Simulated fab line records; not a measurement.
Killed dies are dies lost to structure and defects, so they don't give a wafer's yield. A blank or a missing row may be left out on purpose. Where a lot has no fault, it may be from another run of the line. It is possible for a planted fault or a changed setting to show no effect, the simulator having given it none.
Which tool was responsible? :: flow sky130 :: 39 wafers from 13 lots sampled at 4 of the route's 708 steps

WHAT THE GAUGES READ, wafer by wafer
SKY_POLY_GATE_THK_MEAS_01. Usual: for POLY_GATE_CVD_00_THK the level is 180.4 nm and the standard deviation is 1.3.
lot: L201
measured: day 14 02:32
on: film-metro-04
POLY_GATE_CVD_00_THK (nm): 179.3 181.1 181.5
flag: 

lot: L202
measured: day 14 13:32
on: film-metro-04
POLY_GATE_CVD_00_THK (nm): 181.3 181.0 181.6
flag: 

lot: L204
measured: day 15 05:14
on: film-metro-02
POLY_GATE_CVD_00_THK (nm): 178.4 178.6 178.4
flag: 

lot: L214
measured: day 19 02:44
on: film-metro-01
POLY_GATE_CVD_00_THK (nm): 179.4 179.0 179.4
flag: 

lot: L215
measured: day 19 12:53
on: film-metro-01
POLY_GATE_CVD_00_THK (nm): 183.6 183.2 182.5
flag: 

lot: L216
measured: day 19 20:47
on: film-metro-04
POLY_GATE_CVD_00_THK (nm): 180.0 180.8 182.0
flag: 

lot: L217
measured: day 20 00:17
on: film-metro-02
POLY_GATE_CVD_00_THK (nm): 179.6 179.6 178.6
flag: 

lot: L220
measured: day 21 10:29
on: film-metro-01
POLY_GATE_CVD_00_THK (nm): 179.8 180.2 180.1
flag: 

lot: L223
measured: day 22 04:51
on: film-metro-04
POLY_GATE_CVD_00_THK (nm): 179.7 179.9 180.6
flag: 

lot: L222
measured: day 22 04:52
on: film-metro-02
POLY_GATE_CVD_00_THK (nm): 179.5 178.5 180.7
flag: 

SKY_SD_N_OVL_MEAS_08. Usual: for SD_N_OVL the level is -0.5 nm and the standard deviation is 1.4.
lot: L201
measured: day 27 23:01
on: overlay-02
SD_N_OVL (nm): -1.1 -3.2 -1.3
flag: 

lot: L202
measured: day 29 09:28
on: overlay-01
SD_N_OVL (nm): 0.2 -0.3 -0.4
flag: 

lot: L204
measured: day 29 10:59
on: overlay-01
SD_N_OVL (nm): 1.0 -1.0 0.1
flag: 

lot: L214
measured: day 32 16:00
on: overlay-02
SD_N_OVL (nm): 0.8 0.8 -3.2
flag: 

lot: L215
measured: day 33 01:01
on: overlay-01
SD_N_OVL (nm): 1.6 0.2 0.7
flag: 

lot: L216
measured: day 33 08:51
on: overlay-02
SD_N_OVL (nm): -0.1 -1.3 0.1
flag: 

lot: L217
measured: day 33 16:05
on: overlay-01
SD_N_OVL (nm): -2.5 -0.2 -3.1
flag: 

lot: L220
measured: day 34 14:29
on: overlay-01
SD_N_OVL (nm): -0.5 1.4 0.0
flag: 

lot: L223
measured: day 36 10:21
on: overlay-01
SD_N_OVL (nm): -1.8 -0.1 -0.9
flag: 

lot: L222
measured: day 36 12:09
on: overlay-02
SD_N_OVL (nm): 0.1 0.3 -0.2
flag: 

EACH LOT AND THE TOOL THAT RAN IT (in order: tool; ch and the chambers of the sampled wafers; start)
lot: L201
SKY_FIELD_ISO_CMP_27: cmp-01 ch 1,2,3, day 2 12:32
SKY_DNWELL_STRIP_08: plasma-asher-01 ch 0,1, day 3 08:05

lot: L202
SKY_FIELD_ISO_CMP_27: cmp-02 ch 1,3, day 2 21:16
SKY_DNWELL_STRIP_08: plasma-asher-01 ch 0,1, day 3 15:46

lot: L204
SKY_FIELD_ISO_CMP_27: cmp-02 ch 1,2,3, day 3 05:22
SKY_DNWELL_STRIP_08: plasma-asher-02 ch 0, day 4 00:38

lot: L210
SKY_FIELD_ISO_CMP_27: cmp-01 ch 0,1,2, day 4 13:10
SKY_DNWELL_STRIP_08: -

lot: L211
SKY_FIELD_ISO_CMP_27: cmp-02 ch 0,1,3, day 4 17:41
SKY_DNWELL_STRIP_08: -

lot: L212
SKY_FIELD_ISO_CMP_27: cmp-02 ch 0,2, day 5 00:29
SKY_DNWELL_STRIP_08: -

lot: L214
SKY_FIELD_ISO_CMP_27: cmp-01 ch 0,1, day 5 09:56
SKY_DNWELL_STRIP_08: plasma-asher-02 ch 1, day 6 07:16

lot: L215
SKY_FIELD_ISO_CMP_27: cmp-02 ch 0,2,3, day 5 14:34
SKY_DNWELL_STRIP_08: plasma-asher-04 ch 1, day 6 11:34

lot: L216
SKY_FIELD_ISO_CMP_27: cmp-01 ch 2,3, day 5 21:30
SKY_DNWELL_STRIP_08: plasma-asher-02 ch 0,1, day 6 19:15

lot: L217
SKY_FIELD_ISO_CMP_27: cmp-01 ch 1,2,3, day 6 02:01
SKY_DNWELL_STRIP_08: plasma-asher-04 ch 0,1, day 7 00:16

lot: L220
SKY_FIELD_ISO_CMP_27: cmp-02 ch 0,2,3, day 6 20:16
SKY_DNWELL_STRIP_08: plasma-asher-01 ch 0,1, day 7 20:22

lot: L223
SKY_FIELD_ISO_CMP_27: cmp-01 ch 0,2, day 7 09:50
SKY_DNWELL_STRIP_08: plasma-asher-01 ch 0,1, day 8 08:51

lot: L222
SKY_FIELD_ISO_CMP_27: cmp-02 ch 0,1, day 7 09:53
SKY_DNWELL_STRIP_08: plasma-asher-02 ch 0,1, day 8 08:36
- SKY_FIELD_ISO_CMP_27: polishes, stops on Si3N4, t overpolish 16 s, target thk 457.8 nm.
- SKY_DNWELL_STRIP_08: strips in O2/N2.

AS READ BY THE TOOLS THEMSELVES (means over the sampled wafers that have a number; for cases with no such wafer, the mark the record gives instead)
SKY_FIELD_ISO_CMP_27. Usual: edge-zone-pressure-frac 1.002, standard deviation 0.0049; head-pressure-psi 4.000 psi, standard deviation 0.0087; motor-current-A 12.4 A, standard deviation 1.1; overpolish-run-s 16.000 s, standard deviation 0.0097; retaining-ring-pressure-frac 1.000, standard deviation 0.0051; time-to-endpoint-s 111 s, standard deviation 3.2.
lot: L201
tool: cmp-01
edge-zone-pressure-frac: 1.004
head-pressure-psi (psi): 3.992
motor-current-A (A): 12.9
overpolish-run-s (s): 16.003
retaining-ring-pressure-frac: 0.998
time-to-endpoint-s (s): 110
flag: 

lot: L202
tool: cmp-02
edge-zone-pressure-frac: 1.004
head-pressure-psi (psi): 4.003
motor-current-A (A): 12.3
overpolish-run-s (s): 16.008
retaining-ring-pressure-frac: 0.999
time-to-endpoint-s (s): 113
flag: 

lot: L204
tool: cmp-02
edge-zone-pressure-frac: 1.002
head-pressure-psi (psi): 3.996
motor-current-A (A): 12.7
overpolish-run-s (s): 15.991
retaining-ring-pressure-frac: 0.999
time-to-endpoint-s (s): 114
flag: 

lot: L210
tool: cmp-01
edge-zone-pressure-frac: -
head-pressure-psi (psi): -
motor-current-A (A): -
overpolish-run-s (s): -
retaining-ring-pressure-frac: -
time-to-endpoint-s (s): -
flag: OFF

lot: L211
tool: cmp-02
edge-zone-pressure-frac: -
head-pressure-psi (psi): -
motor-current-A (A): -
overpolish-run-s (s): -
retaining-ring-pressure-frac: -
time-to-endpoint-s (s): -
flag: OFF

lot: L212
tool: cmp-02
edge-zone-pressure-frac: -
head-pressure-psi (psi): -
motor-current-A (A): -
overpolish-run-s (s): -
retaining-ring-pressure-frac: -
time-to-endpoint-s (s): -
flag: OFF

lot: L214
tool: cmp-01
edge-zone-pressure-frac: 1.008
head-pressure-psi (psi): 3.996
motor-current-A (A): 13.0
overpolish-run-s (s): 15.998
retaining-ring-pressure-frac: 1.001
time-to-endpoint-s (s): 112
flag: 

lot: L215
tool: cmp-02
edge-zone-pressure-frac: 0.998
head-pressure-psi (psi): 4.000
motor-current-A (A): 12.9
overpolish-run-s (s): 16.006
retaining-ring-pressure-frac: 1.003
time-to-endpoint-s (s): 111
flag: 

lot: L216
tool: cmp-01
edge-zone-pressure-frac: 0.999
head-pressure-psi (psi): 3.993
motor-current-A (A): 12.1
overpolish-run-s (s): 16.001
retaining-ring-pressure-frac: 0.995
time-to-endpoint-s (s): 115
flag: 

lot: L217
tool: cmp-01
edge-zone-pressure-frac: 1.001
head-pressure-psi (psi): 4.004
motor-current-A (A): 12.6
overpolish-run-s (s): 16.004
retaining-ring-pressure-frac: 1.000
time-to-endpoint-s (s): 110
flag: 

lot: L220
tool: cmp-02
edge-zone-pressure-frac: 1.002
head-pressure-psi (psi): 4.003
motor-current-A (A): 12.8
overpolish-run-s (s): 15.991
retaining-ring-pressure-frac: 0.998
time-to-endpoint-s (s): 108
flag: 

lot: L223
tool: cmp-01
edge-zone-pressure-frac: 1.001
head-pressure-psi (psi): 4.002
motor-current-A (A): 11.9
overpolish-run-s (s): 15.998
retaining-ring-pressure-frac: 1.006
time-to-endpoint-s (s): 110
flag: 

lot: L222
tool: cmp-02
edge-zone-pressure-frac: 1.003
head-pressure-psi (psi): 4.003
motor-current-A (A): 10.9
overpolish-run-s (s): 16.002
retaining-ring-pressure-frac: 0.995
time-to-endpoint-s (s): 109
flag: 

SKY_DNWELL_STRIP_08. Usual: drypump-motor-current-A 5.8 A, standard deviation 0.39; oes-product-au 0.722 a.u., standard deviation 0.0048; strip-time-to-endpoint-s 36.92 s, standard deviation 0.086.
lot: L201
tool: plasma-asher-01
drypump-motor-current-A (A): 5.7
oes-product-au (a.u.): 0.719
strip-time-to-endpoint-s (s): 36.84
flag: 

lot: L202
tool: plasma-asher-01
drypump-motor-current-A (A): 5.8
oes-product-au (a.u.): 0.723
strip-time-to-endpoint-s (s): 36.96
flag: 

lot: L204
tool: plasma-asher-02
drypump-motor-current-A (A): 5.8
oes-product-au (a.u.): 0.727
strip-time-to-endpoint-s (s): 36.93
flag: 

lot: L214
tool: plasma-asher-02
drypump-motor-current-A (A): 6.1
oes-product-au (a.u.): 0.722
strip-time-to-endpoint-s (s): 36.94
flag: 

lot: L215
tool: plasma-asher-04
drypump-motor-current-A (A): 4.9
oes-product-au (a.u.): 0.720
strip-time-to-endpoint-s (s): 36.95
flag: 

lot: L216
tool: plasma-asher-02
drypump-motor-current-A (A): 5.9
oes-product-au (a.u.): 0.725
strip-time-to-endpoint-s (s): 37.04
flag: 

lot: L217
tool: plasma-asher-04
drypump-motor-current-A (A): 5.2
oes-product-au (a.u.): 0.717
strip-time-to-endpoint-s (s): 36.93
flag: 

lot: L220
tool: plasma-asher-01
drypump-motor-current-A (A): 6.0
oes-product-au (a.u.): 0.721
strip-time-to-endpoint-s (s): 36.94
flag: 

lot: L223
tool: plasma-asher-01
drypump-motor-current-A (A): 6.0
oes-product-au (a.u.): 0.717
strip-time-to-endpoint-s (s): 36.89
flag: 

lot: L222
tool: plasma-asher-02
drypump-motor-current-A (A): 5.9
oes-product-au (a.u.): 0.722
strip-time-to-endpoint-s (s): 37.00
flag: 

THE ANSWER, worked out from the rows above alone
Rule: lot off if the mean of its wafers having a number is beyond 3 standard deviations from the usual mean. A lot without any number at a reading at which 4 lots or more have one is off too. All remaining lots with rows at the step are treated as sound. The gauges are gone through in route order, then the tools' own readings, and for those a lot's mean is taken as printed above. The first step at which some lot is off is used, and at that step the reading that is off furthest; a lot without a number counts as furthest.
Off at SKY_FIELD_ISO_CMP_27 (edge-zone-pressure-frac): L210, L211, L212. Without a number there: L210, L211, L212.
If a tool, at that step or one of the process steps before it, ran each lot that is off and ran no sound lot following the first of them, it fits. Not one of the candidates tried fits.

WHAT THE SIMULATOR PUT IN
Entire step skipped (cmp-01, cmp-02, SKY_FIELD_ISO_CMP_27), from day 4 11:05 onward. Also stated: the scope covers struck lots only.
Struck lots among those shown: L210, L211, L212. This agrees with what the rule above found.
